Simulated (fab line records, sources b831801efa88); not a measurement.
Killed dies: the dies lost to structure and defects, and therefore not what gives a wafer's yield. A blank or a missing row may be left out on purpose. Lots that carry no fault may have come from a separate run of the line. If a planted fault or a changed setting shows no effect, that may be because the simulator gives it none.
fab line records + flow sfq-line
record:
- lots: 6
- wafers: 18
- last-day: 89
route steps=325 shown M0@39 I0@43
lots that met no fault: from a run of the same line without faults
start-h: the number of hours between the record's first day and the start of the first shown wafer of the lot + wait-h: how many hours have passed since the lot's step before this one + " identical to the entry in the row above + L1.1+2: a row that stands for several wafers + - either no value or no given start + * or withheld: withheld + < > ~ a bound
route shown NAME@n: names a module that has steps shown in the file, with the first one's number in the route + usual: average and standard deviation across the fault-free wafers + same: alike in all rows + chamber/n: place in a boat + sites: readings site by site + _std_site: standard deviation across them + _edge_site: the outer-site mean with the inner-site mean subtracted + radius-mm: how far each site lies from the wafer's centre + mask NAME#n: copy n + behind: the most recent tool/chamber to have shaped the wafer + hold: why the lot went on hold/how many hours it stayed there/how the hold came to an end + device: which transistor (n, p or np) failed to switch + end of line: the route-end tests of the same wafers + for a step that has no rows: nothing shown but its recipe + killed: not the wafer's yield, but the dies lost to structure and defects at the first sort + map: shows each die of a wafer: x if killed, . if not, _ if none is there
set.NAME: the run value of the setting; set.NAME@STEP: its run value at that earlier step + model.NAME: the simulator's own value behind a step, which no gauge read
a table for each step, a row for each wafer; lots at some steps of the route
services: the hour from which a tool's chamber was out of use, counted from the record's first day as start-h (under 0 if before that day), plus the number of hours and why
== steps ==
step: SFQ_TRILAYER_M0_BARC_OPEN_METAL_ETCH_031
recipe:
- mask-material: PR
- chemistry: O2
- target-depth-nm: 125
- target: BARC
- icp-w: 600
- bias-w: 80
- pressure-mtorr: 10
- time-s: 41.7
usual:
- drypump-motor-current-A: 5.5/0.32
- oes-product-au: 0.686/0.0042
same:
- time-s: 41.7
| lot.wafer | tool         | chamber | start-h | wait-h | drypump-motor-current-A | oes-product-au | rf-hours-counter-h |
|-----------|--------------|---------|---------|--------|-------------------------|----------------|--------------------|
| L623.1    | rie-metal-04 | 1       | 186.74  | 0.0    | 5.9                     | 0.680          | 168                |
| L623.5    | "            | 0       | "       | "      | 5.7                     | 0.697          | -                  |
| L623.6    | "            | 1       | "       | "      | 5.9                     | 0.678          | -                  |
| L628.1    | rie-metal-02 | 1       | 217.29  | 0.0    | 5.7                     | 0.673          | 104                |
| L628.3    | "            | 1       | "       | "      | 5.7                     | 0.688          | -                  |
| L628.6    | "            | 1       | "       | "      | 5.8                     | 0.688          | -                  |
| L635.3    | rie-metal-04 | 0       | 257.21  | 0.1    | 5.7                     | 0.686          | -                  |
| L635.4    | "            | 0       | "       | "      | 5.7                     | 0.692          | -                  |
| L635.6    | "            | 0       | "       | "      | 5.7                     | 0.689          | -                  |
| L637.1    | rie-metal-03 | 0       | 269.33  | 0.0    | 5.1                     | 0.681          | 138                |
| L637.3    | "            | 1       | "       | "      | 5.3                     | 0.684          | -                  |
| L637.4    | "            | 0       | "       | "      | 5.1                     | 0.682          | -                  |
| L638.2    | rie-metal-04 | 1       | 276.38  | 0.0    | 5.8                     | 0.693          | 2                  |
| L638.3    | "            | 1       | "       | "      | 5.8                     | 0.685          | -                  |
| L638.6    | "            | 1       | "       | "      | 5.9                     | 0.690          | -                  |
| L642.2    | rie-metal-02 | 0       | 422.92  | 0.0    | 5.0                     | 0.681          | 5                  |
| L642.3    | "            | 1       | "       | "      | 5.7                     | 0.687          | -                  |
| L642.6    | "            | 1       | "       | "      | 5.7                     | 0.684          | -                  |
step: SFQ_TRILAYER_M0_ETCH_METAL_ETCH_024
recipe:
- target: Nb
- stop-on: SiO2
- mask-material: PR
- chemistry: Cl2/Ar
- target-depth-nm: 240
- icp-w: 600
- bias-w: 80
- pressure-mtorr: 10
- time-s: 120
usual:
- drypump-motor-current-A: 5.5/0.32
- oes-product-au: 0.896/0.0075
same:
- time-s: 120
| lot.wafer | tool         | chamber | start-h | wait-h | drypump-motor-current-A | oes-product-au | rf-hours-counter-h |
|-----------|--------------|---------|---------|--------|-------------------------|----------------|--------------------|
| L623.1    | rie-metal-04 | 1       | 186.80  | 0.0    | 5.9                     | 0.894          | 168                |
| L623.5    | "            | 0       | "       | "      | 5.7                     | 0.900          | -                  |
| L623.6    | "            | 1       | "       | "      | 5.9                     | 0.909          | -                  |
| L628.1    | rie-metal-02 | 1       | 217.35  | 0.0    | 5.7                     | 0.891          | 104                |
| L628.3    | "            | 1       | "       | "      | 5.7                     | 0.887          | -                  |
| L628.6    | "            | 1       | "       | "      | 5.7                     | 0.889          | -                  |
| L635.3    | rie-metal-04 | 0       | 257.37  | 0.1    | 5.7                     | 0.911          | -                  |
| L635.4    | "            | 0       | "       | "      | 5.7                     | 0.911          | -                  |
| L635.6    | "            | 0       | "       | "      | 5.7                     | 0.910          | -                  |
| L637.1    | rie-metal-03 | 0       | 269.39  | 0.0    | 5.1                     | 0.887          | 138                |
| L637.3    | "            | 1       | "       | "      | 5.3                     | 0.893          | -                  |
| L637.4    | "            | 0       | "       | "      | 5.1                     | 0.887          | -                  |
| L638.2    | rie-metal-04 | 1       | 276.44  | 0.0    | 5.8                     | 0.897          | 2                  |
| L638.3    | "            | 1       | "       | "      | 5.8                     | 0.896          | -                  |
| L638.6    | "            | 1       | "       | "      | 5.9                     | 0.900          | -                  |
| L642.2    | rie-metal-02 | 0       | 422.98  | 0.0    | 5.0                     | 0.900          | 5                  |
| L642.3    | "            | 1       | "       | "      | 5.7                     | 0.910          | -                  |
| L642.6    | "            | 1       | "       | "      | 5.7                     | 0.910          | -                  |
step: SFQ_TRILAYER_M0_STRIP_STRIP_025
recipe:
- gas: O2
- power-w: 200
- platen-temp-c: 40
- overash-fraction: 0.65
- chemistry: O2
- pressure-mtorr: 50
usual:
- drypump-motor-current-A: 5.5/0.33
- oes-product-au: 1.000/0.0076
| lot.wafer | tool         | chamber | start-h | wait-h | drypump-motor-current-A | oes-product-au | rf-hours-counter-h |
|-----------|--------------|---------|---------|--------|-------------------------|----------------|--------------------|
| L623.1    | rie-metal-04 | 1       | 186.92  | 0.1    | 5.9                     | 0.993          | 168                |
| L623.5    | "            | 0       | "       | "      | 5.7                     | 1.007          | -                  |
| L623.6    | "            | 1       | "       | "      | 5.9                     | 0.990          | -                  |
| L628.1    | rie-metal-02 | 1       | 217.47  | 0.1    | 5.7                     | 0.986          | 104                |
| L628.3    | "            | 1       | "       | "      | 5.7                     | 0.988          | -                  |
| L628.6    | "            | 1       | "       | "      | 5.7                     | 0.986          | -                  |
| L635.3    | rie-metal-04 | 0       | 257.94  | 0.5    | 5.7                     | 1.006          | -                  |
| L635.4    | "            | 0       | "       | "      | 5.7                     | 1.005          | -                  |
| L635.6    | "            | 0       | "       | "      | 5.7                     | 1.006          | -                  |
| L637.1    | rie-metal-03 | 0       | 269.51  | 0.1    | 5.1                     | 0.996          | 138                |
| L637.3    | "            | 1       | "       | "      | 5.2                     | 1.008          | -                  |
| L637.4    | "            | 0       | "       | "      | 5.1                     | 0.991          | -                  |
| L638.2    | rie-metal-04 | 1       | 276.57  | 0.1    | 5.9                     | 1.012          | 2                  |
| L638.3    | "            | 1       | "       | "      | 5.9                     | 0.988          | -                  |
| L638.6    | "            | 1       | "       | "      | 5.9                     | 1.001          | -                  |
| L642.2    | rie-metal-02 | 0       | 423.11  | 0.1    | 5.0                     | 1.002          | 6                  |
| L642.3    | "            | 1       | "       | "      | 5.7                     | 0.993          | -                  |
| L642.6    | "            | 1       | "       | "      | 5.7                     | 0.995          | -                  |
step: SFQ_TRILAYER_M0_STRIP_SOLV_CLEAN_026
recipe:
- chemistry: NMP
- temp-c: 70
- time-s: 600
step: SFQ_TRILAYER_I0_DEP_PECVD_027
recipe:
- material: SiO2
- temp-c: 150
- time-s: 111.11
- pressure-torr: 2.4
- rf-w: 183.3
- precursor: SiH4/N2O
- target-thk-nm: 500
usual:
- heater-power-w: 87/12
- showerhead-vpp-V: 862/43
- throttle-valve-pct: 24.7/1.3
same:
- time-s: 111.11
| lot.wafer | tool     | chamber | start-h | wait-h | heater-power-w | showerhead-vpp-V | throttle-valve-pct |
|-----------|----------|---------|---------|--------|----------------|------------------|--------------------|
| L623.1    | pecvd-03 | 1       | 187.70  | 0.0    | 95             | 878              | 26.8               |
| L623.5    | "        | 1       | "       | "      | 97             | 876              | 27.2               |
| L623.6    | "        | 0       | "       | "      | 88             | 805              | 25.9               |
| L628.1    | pecvd-01 | 2       | 218.42  | 0.0    | 90             | 867              | 24.1               |
| L628.3    | "        | 1       | "       | "      | 95             | 934              | 24.9               |
| L628.6    | "        | 1       | "       | "      | 95             | 940              | 25.0               |
| L635.3    | pecvd-01 | 0       | 258.91  | 0.0    | 80             | 825              | 26.9               |
| L635.4    | "        | 0       | "       | "      | 66             | 834              | 26.9               |
| L635.6    | "        | 2       | "       | "      | 97             | 874              | 24.3               |
| L637.1    | pecvd-01 | 2       | 270.30  | 0.0    | 91             | 870              | 24.2               |
| L637.3    | "        | 0       | "       | "      | 75             | 842              | 26.9               |
| L637.4    | "        | 2       | "       | "      | 95             | 873              | 24.6               |
| L638.2    | pecvd-01 | 1       | 277.36  | 0.0    | 87             | 926              | 25.0               |
| L638.3    | "        | 0       | "       | "      | 78             | 821              | 27.1               |
| L638.6    | "        | 2       | "       | "      | 101            | 860              | 24.5               |
| L642.2    | pecvd-03 | 0       | 423.88  | 0.0    | 112            | 807              | 23.1               |
| L642.3    | "        | 1       | "       | "      | 101            | 867              | 24.8               |
| L642.6    | "        | 2       | "       | "      | 80             | 868              | 22.6               |
step: SFQ_TRILAYER_I0_CMP_CMP_028
recipe:
- material: SiO2
- down-force-psi: 3
- platen-rpm: 60
- pad-velocity-m-s: 0.94248
step: SFQ_I0_BOW_MEAS_907
recipe:
- mode: bow
usual:
- I0_BOW: 1/7.1
| lot.wafer | tool          | chamber | start-h | wait-h | I0_BOW[um] |
|-----------|---------------|---------|---------|--------|------------|
| L623.1    | film-metro-01 | -       | 192.58  | 1.0    | -1         |
| L623.5    | "             | -       | "       | "      | -13        |
| L623.6    | "             | -       | "       | "      | -15        |
| L628.1    | film-metro-01 | -       | 224.55  | 2.5    | 7          |
| L628.3    | "             | -       | "       | "      | 7          |
| L628.6    | "             | -       | "       | "      | 0          |
| L635.3    | film-metro-03 | -       | 262.03  | 1.0    | 4          |
| L635.4    | "             | -       | "       | "      | 0          |
| L635.6    | "             | -       | "       | "      | -5         |
| L637.1    | film-metro-01 | -       | 273.38  | 2.0    | 1          |
| L637.3    | "             | -       | "       | "      | 2          |
| L637.4    | "             | -       | "       | "      | -1         |
| L638.2    | film-metro-03 | -       | 280.46  | 1.0    | -1         |
| L638.3    | "             | -       | "       | "      | -1         |
| L638.6    | "             | -       | "       | "      | 12         |
| L642.2    | film-metro-01 | -       | 431.30  | 2.5    | -8         |
| L642.3    | "             | -       | "       | "      | 5          |
| L642.6    | "             | -       | "       | "      | 5          |
step: SFQ_TRILAYER_I0_METRO_MEASURE_029
usual:
- thk-nm: 199.2/1.2
| lot.wafer | tool          | chamber | start-h | wait-h | thk-nm |
|-----------|---------------|---------|---------|--------|--------|
| L623.1    | film-metro-01 | -       | 192.70  | 0.1    | 199.2  |
| L623.5    | "             | -       | "       | "      | 201.8  |
| L623.6    | "             | -       | "       | "      | 201.7  |
| L628.1    | film-metro-01 | -       | 224.67  | 0.1    | 198.5  |
| L628.3    | "             | -       | "       | "      | 198.3  |
| L628.6    | "             | -       | "       | "      | 199.4  |
| L635.3    | film-metro-03 | -       | 262.51  | 0.5    | 200.7  |
| L635.4    | "             | -       | "       | "      | 198.3  |
| L635.6    | "             | -       | "       | "      | 198.7  |
| L637.1    | film-metro-01 | -       | 273.50  | 0.1    | 200.4  |
| L637.3    | "             | -       | "       | "      | 199.3  |
| L637.4    | "             | -       | "       | "      | 199.7  |
| L638.2    | film-metro-03 | -       | 280.76  | 0.3    | 199.4  |
| L638.3    | "             | -       | "       | "      | 197.3  |
| L638.6    | "             | -       | "       | "      | 197.6  |
| L642.2    | film-metro-01 | -       | 431.60  | 0.3    | 198.6  |
| L642.3    | "             | -       | "       | "      | 200.8  |
| L642.6    | "             | -       | "       | "      | 199.3  |
step: SFQ_TRILAYER_I0_VIA_LITHO_COAT_036
recipe:
- resist: BARC
- spin-rpm: 3000
- resist-thk-nm: 62
step: SFQ_TRILAYER_I0_VIA_LITHO_COAT_031
recipe:
- resist: KrF
- spin-rpm: 3000
- resist-thk-nm: 650
step: SFQ_TRILAYER_I0_VIA_LITHO_SOFTBAKE_035
recipe:
- temp-c: withheld
- time-s: withheld
- resist: KrF
step: SFQ_TRILAYER_I0_VIA_LITHO_EXPOSE_032
recipe:
- mask-id: I0
- na: 0.6
- source-shape: conventional
- sigma-outer: 0.65
- target-cd-nm: 500
- dose-mj: 21.3
step: SFQ_TRILAYER_I0_VIA_LITHO_PEB_034
recipe:
- peb-temp-c: 115
- peb-time-s: 60
- resist: KrF
usual:
- chill-plate-temp-C: 23.00/0.11
- heater-power-total-W: 79.16/0.066
- plate-temp-C: 114.98/0.14
| lot.wafer | tool           | chamber | start-h | wait-h | chill-plate-temp-C | heater-power-total-W | plate-temp-C |
|-----------|----------------|---------|---------|--------|--------------------|----------------------|--------------|
| L623.1    | litho-track-04 | 0       | 299.12  | 1.0    | 23.05              | 79.19                | 115.01       |
| L623.5    | "              | 0       | "       | "      | 23.00              | 79.11                | 114.89       |
| L623.6    | "              | 0       | "       | "      | 23.12              | 79.17                | 114.96       |
| L628.1    | litho-track-04 | 0       | 334.39  | 1.0    | 22.85              | 79.30                | 114.86       |
| L628.3    | "              | 0       | "       | "      | 22.99              | 79.07                | 115.05       |
| L628.6    | "              | 0       | "       | "      | 23.04              | 79.11                | 114.67       |
| L635.3    | litho-track-04 | 0       | 380.64  | 0.7    | 22.95              | 75.39                | 110.75       |
| L635.4    | "              | 0       | "       | "      | 23.11              | 75.26                | 110.84       |
| L635.6    | "              | 0       | "       | "      | 22.97              | 75.30                | 110.58       |
| L637.1    | litho-track-04 | 0       | 388.99  | 1.0    | 23.16              | 75.38                | 110.66       |
| L637.3    | "              | 0       | "       | "      | 23.02              | 75.23                | 110.77       |
| L637.4    | "              | 0       | "       | "      | 22.94              | 75.19                | 110.86       |
| L638.2    | litho-track-02 | 0       | 395.01  | 0.8    | 23.06              | 79.17                | 114.88       |
| L638.3    | "              | 0       | "       | "      | 23.03              | 79.18                | 114.64       |
| L638.6    | "              | 0       | "       | "      | 22.96              | 79.23                | 115.06       |
| L642.2    | litho-track-02 | 0       | 434.58  | 0.8    | 22.88              | 79.24                | 114.86       |
| L642.3    | "              | 0       | "       | "      | 23.02              | 79.24                | 114.86       |
| L642.6    | "              | 0       | "       | "      | 22.89              | 79.07                | 115.07       |
step: SFQ_TRILAYER_I0_VIA_LITHO_DEVELOP_033
recipe:
- time-s: 60
- resist: KrF
== services ==
| tool          | chamber | start-h | hours | kind           |
|---------------|---------|---------|-------|----------------|
| film-metro-03 | -       | 169.51  | 0.5   | pm             |
| pecvd-03      | -       | 194.25  | 14.0  | pm             |
| rie-metal-04  | -       | 194.26  | 2.8   | pm             |
| film-metro-01 | -       | 211.38  | 3.2   | repair         |
| film-metro-01 | -       | 216.25  | 3.2   | pm             |
| film-metro-03 | -       | 224.15  | 0.5   | pm             |
| film-metro-01 | -       | 235.70  | 0.7   | pm             |
| film-metro-01 | -       | 236.37  | 1.0   | pm             |
| rie-metal-04  | 1       | 245.27  | -     | clean          |
| rie-metal-04  | 1       | 245.27  | 17.5  | scheduled-down |
| rie-metal-04  | 1       | 245.27  | 17.5  | vent-cycle     |
| pecvd-03      | 0       | 250.31  | 2.3   | repair         |
| film-metro-01 | -       | 258.44  | 0.9   | pm             |
| pecvd-03      | 1       | 284.82  | 19.8  | repair         |
| rie-metal-02  | -       | 371.76  | 4.3   | pm             |
| rie-metal-02  | 0       | 380.06  | -     | clean          |
| rie-metal-02  | 0       | 380.06  | 15.5  | scheduled-down |
| rie-metal-02  | 0       | 380.06  | 15.5  | vent-cycle     |
| pecvd-01      | -       | 391.28  | 14.6  | pm             |
| film-metro-03 | -       | 395.65  | 2.0   | pm             |
| film-metro-01 | -       | 402.21  | 1.1   | pm             |
| rie-metal-04  | -       | 409.28  | 1.4   | pm             |
| film-metro-03 | -       | 414.44  | 1.1   | pm             |
| rie-metal-03  | -       | 422.78  | 2.8   | pm             |
== key ==
first-sign:
- step: SFQ_TRILAYER_I0_VIA_LITHO_PEB_034
- reading: heater-power-total-W
- direction: down
- sigmas: 58
- usual: 79.16
- struck: 75.29
effect:
- step: SFQ_TRILAYER_I0_VIA_LITHO_PEB_034
- reading: plate-temp-C
- direction: down
- sigmas: 30
- usual: *
- struck: *
met-at SFQ_TRILAYER_I0_VIA_LITHO_PEB_034
struck-wafers L635.3,L635.4,L635.6,L637.1,L637.3,L637.4
onset-between 334.39 380.64
fault:
- kind: process-parameter-drift
- tool: litho-track-04
- chamber: -
- onset-h: 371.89
- steps: SFQ_TRILAYER_I0_VIA_LITHO_PEB_034
- channel: peb-temp-c
- offset: *
- shape: step
- end-h: 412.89
- acts-in: *
- stated: *
